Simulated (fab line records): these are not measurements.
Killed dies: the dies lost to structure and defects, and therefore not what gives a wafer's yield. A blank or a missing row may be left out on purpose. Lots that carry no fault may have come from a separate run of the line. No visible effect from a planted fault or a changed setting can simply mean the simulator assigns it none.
The same fault as seen by 2 desks -- flow gf180mcu -- only its own numbers are on each desk; what lay behind them is given at the end

AT THE METROLOGY DESK
Lot by lot, what the gauges showed, no matter which tool ran the lot: averages of those sampled wafers that carry a number. Marked OUT: a lot whose mean sits more than 4 standard deviations from the usual mean, which makes it out of limits; the brackets give that distance.
Columns: A = HV_LDD_TW at GF_HV_LDD_TW_MEAS_11, usual 2422; B = HV_LDD_RS at GF_HV_LDD_RS_MEAS_53, usual 418.0 ohm/sq; C = V2_OVL at GF_V2_OVL_MEAS_15, usual 0 nm
lot,first seen here,A,B,C
L768,day 10 09:27,2423,418.2,7
L770,day 10 16:46,2427,417.4,9
L771,day 10 21:53,2431,416.9,-3
L773,day 11 19:19,2403,417.9,1
L776,day 12 09:15,2496 (+5.7) OUT,397.5 (-21) OUT,-1
L778,day 13 12:04,2512 (+6.9) OUT,397.7 (-21) OUT,0
L784,day 15 06:03,2403,417.9,1
L785,day 15 16:41,2416,417.7,-5
L786,day 15 17:35,2409,416.1,1
L788,day 16 10:11,2434,418.2,7
L790,day 16 18:35,2444,418.3,3
L791,day 17 05:13,2418,416.9,-7
This desk's result: L776, L778 out of limits, first on L776 (HV_LDD_TW at GF_HV_LDD_TW_MEAS_11), day 12 09:15. L768, L770, L771, L773, L784, L785, L786, L788, L790, L791 stayed within limits.

AT THE TOOL OWNER'S DESK: implanter-01
The tool's own readings at GF_HV_LDD_IMPLANT_09, given as means over the sampled wafers that have a number, one for each lot that went through this tool. Marked OUT: a lot whose mean sits more than 4 standard deviations from the usual mean, which makes it out of limits; the brackets give that distance.
Columns: A = doseIonsCm2 at GF_HV_LDD_IMPLANT_09, usual 9.999e+13; B = faradayCurrentUA at GF_HV_LDD_IMPLANT_09, usual 566
lot,first seen here,A,B
L770,day 10 16:31,9.992e+13,557
L771,day 10 21:38,1.001e+14,577
L776,day 12 09:01,1.121e+14 (+99 or more) OUT,635 (+6.3) OUT
L778,day 13 11:49,1.122e+14 (+99 or more) OUT,634 (+6.2) OUT
L790,day 16 18:20,9.992e+13,563
This desk's finding: out of limits on L776, L778; first on L776, day 12 09:01 (doseIonsCm2 at GF_HV_LDD_IMPLANT_09). L770, L771, L790 stayed within limits.

BROUGHT TOGETHER
The tool owner's desk could have raised an alarm at day 12 09:01, on L776, L778.
The metrology desk could have raised an alarm at day 12 09:15, on L776, L778.
Of the lots named, all ran GF_HV_LDD_IMPLANT_09 on implanter-01.

WHAT THE SIMULATOR HAD PUT IN
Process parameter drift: implanter-01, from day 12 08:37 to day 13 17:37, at GF_HV_LDD_IMPLANT_09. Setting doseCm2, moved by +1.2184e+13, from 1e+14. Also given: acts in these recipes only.
Shown lots that were struck: L776, L778.
Fault start to first reading out of limits, in hours, per desk: tool owner, 0; metrology, 1.
